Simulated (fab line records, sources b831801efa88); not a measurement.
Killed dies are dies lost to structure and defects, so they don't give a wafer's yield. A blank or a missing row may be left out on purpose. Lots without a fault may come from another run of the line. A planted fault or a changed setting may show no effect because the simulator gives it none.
A struck lot beside a sound one | flow gf180mcu | 23 steps out of a route of 602
Sound: wafers L710.1, L710.4, L710.5. Struck: wafers L701.1, L701.2, L701.6. The cause comes at the end.
At each step with rows: each side's tool, then ch and its chambers, then its first start. Under that, the readings that differ: sound wafers | struck wafers | difference of the means | sigmas: that difference in standard deviations of wafers without a fault.
alike: readings whose means differ by less than 2 such deviations, and words and numbers that are the same on both sides. not compared: withheld readings, readings that some wafer has no value for, bounds like >300 that may hide the same value, and numbers for which the record gives no deviation and whose values overlap.
The two part at a step that has a row with sigmas, a row that says differs or no value, or rows on one side only. Numbers that don't overlap but have no deviation are shown without sigmas and don't part them. A reading that every wafer of one side lacks parts them only if that side has two wafers or more.

first, 5 steps without rows for these wafers: GF_NWELL_COAT_02 (resist thk 3000 nm); GF_NWELL_SOFTBAKE_03; GF_NWELL_EXPOSE_04 (exposes mask Nwell, target cd 860 nm); GF_NWELL_PEB_05; GF_NWELL_DEVELOP_06 (develop time 60 s).
GF_NWELL_OVL_MEAS_07:
  sound on overlay-01, day 6 16:50; struck on overlay-02, day 4 08:31
  alike: NWELL_OVL
then, 2 steps without rows for these wafers: GF_NWELL_IMPLANT_08; GF_NWELL_IMPLANT_09.
GF_NWELL_STRIP_10: strips in O2/N2.
  sound on plasma_asher-02 ch 0,1, day 6 17:10; struck on plasma_asher-02 ch 0,1, day 4 08:51
  alike: chamber_pressure_mTorr, drypump_motor_current_A, heater_power_w, o2_flow_sccm, oes_product_au, strip_time_to_endpoint_s
  not compared: rf_hours_counter_h
GF_NWELL_TW_MEAS_11:
  sound on film_metro-01, day 6 17:16; struck on film_metro-03, day 4 08:57
  alike: NWELL_TW
then, 2 steps without rows for these wafers: GF_LVPWELL_DEHYDRATE_00 (time 60 s); GF_LVPWELL_HMDS_01 (prime time 60 s).
GF_LVPWELL_COAT_02: resist thk 3000 nm.
  sound on litho_track-03 ch 0, day 7 00:02; struck on litho_track-02 ch 0, day 4 14:46
  reading                                   | sound                | struck               | difference | sigmas
  spin_speed_rpm (rpm)                      | 2001.0 1997.3 2001.6 | 1844.7 1843.6 1844.4 | -155.7     | -99 or more
  model.coat_of_LVPWELL_COAT_02.thk_nm (nm) | 3009 3010 3014       | 3131 3124 3135       | +119       |
then, 3 steps without rows for these wafers: GF_LVPWELL_SOFTBAKE_03; GF_LVPWELL_EXPOSE_04 (exposes mask LVPWELL, target cd 600 nm); GF_LVPWELL_PEB_05.
GF_LVPWELL_DEVELOP_06: develop time 60 s.
  sound on litho_track-03 ch 0; struck on litho_track-03 ch 0
  reading                                   | sound          | struck         | difference | sigmas
  model.coat_of_LVPWELL_COAT_02.thk_nm (nm) | 3008 3009 3013 | 3130 3123 3134 | +119       |
GF_LVPWELL_OVL_MEAS_07:
  sound on overlay-01, day 7 07:53; struck on overlay-01, day 4 21:29
  alike: LVPWELL_OVL
then, 2 steps without rows for these wafers: GF_LVPWELL_IMPLANT_08; GF_LVPWELL_IMPLANT_09.
GF_LVPWELL_STRIP_10: strips in O2/N2.
  sound on plasma_asher-04 ch 1, day 7 08:13; struck on plasma_asher-04 ch 0,1, day 4 21:49
  reading                      | sound             | struck            | difference | sigmas
  oes_product_au (a.u.)        | 0.722 0.714 0.721 | 0.728 0.726 0.732 | +0.010     | +2
  strip_time_to_endpoint_s (s) | 37.05 37.05 37.11 | 38.45 38.37 38.51 | +1.37      | +15
  alike: chamber_pressure_mTorr, drypump_motor_current_A, heater_power_w, o2_flow_sccm
  not compared: rf_hours_counter_h
GF_LVPWELL_TW_MEAS_11:
  sound on film_metro-04, day 7 08:19; struck on film_metro-01, day 4 21:55
  alike: LVPWELL_TW
GF_PASSIVATION_PROBE_99:
  the record has rows for the sound wafers here (prober-02, day 33 01:37) and none for the struck ones

WHERE THEY PART
First at GF_LVPWELL_COAT_02; last, within this record, at GF_PASSIVATION_PROBE_99.

WHY: what the simulator had put in
Process parameter drift: litho_track-02, from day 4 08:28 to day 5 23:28, at GF_LVPWELL_COAT_02. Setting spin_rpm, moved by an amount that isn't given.
